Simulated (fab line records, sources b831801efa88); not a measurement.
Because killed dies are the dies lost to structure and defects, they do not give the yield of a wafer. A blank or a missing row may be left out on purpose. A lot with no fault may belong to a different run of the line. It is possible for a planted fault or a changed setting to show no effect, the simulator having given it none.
Matching of chambers	flow gf180mcu	cmp-02 running GF_V3_CMP_04: 4 sister chambers
The step polishes SiO2. 8 wafers are shown with their chamber, then 7 later ones without.

## WAFERS PAIRED WITH THEIR CHAMBERS
wafer	chamber	motor current A (A)	time to endpoint s (s)
L858.2	1	10.9	78
L858.3	3	13.3	73
L858.6	0	11.7	81
L859.1	2	11.7	79
L859.3	1	10.7	84
L859.4	0	11.5	89
L861.1	3	13.8	73
L861.3	2	12.4	78

## WAFERS WITHOUT THEIR CHAMBER
wafer	motor current A (A)	time to endpoint s (s)
L861.4	10.5	78
L866.1	10.7	85
L866.2	13.6	80
L866.5	12.3	85
L867.3	13.8	70
L867.4	10.9	78
L867.5	11.8	78

## WHICH CHAMBER EACH WENT THROUGH
wafer	from the rows above	in truth
L861.4	1	1
L866.1	can't be placed: 1 or 0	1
L866.2	3	3
L866.5	can't be placed: 2 or 0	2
L867.3	3	3
L867.4	1	1
L867.5	can't be placed: 2 or 0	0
Correct placement for 4 of the 7. Unplaceable from these rows: 3, with the true chamber sitting among the candidates in 3. Placed wrongly: 0.
How it was worked out, from the rows above alone: a wafer's distance from a chamber is the root of the sum, over the readings, of the square of ((its reading less the chamber's mean) divided by the reading's scatter). If the next closest chamber is less than 2 further off than the closest, the wafer can't be placed; otherwise it belongs to the closest. The mean given for a chamber averages the wafers shown for that chamber. The scatter is the square root of a quotient: the sum, over the shown wafers, of each reading's squared deviation from its chamber's mean, divided by wafers minus chambers.
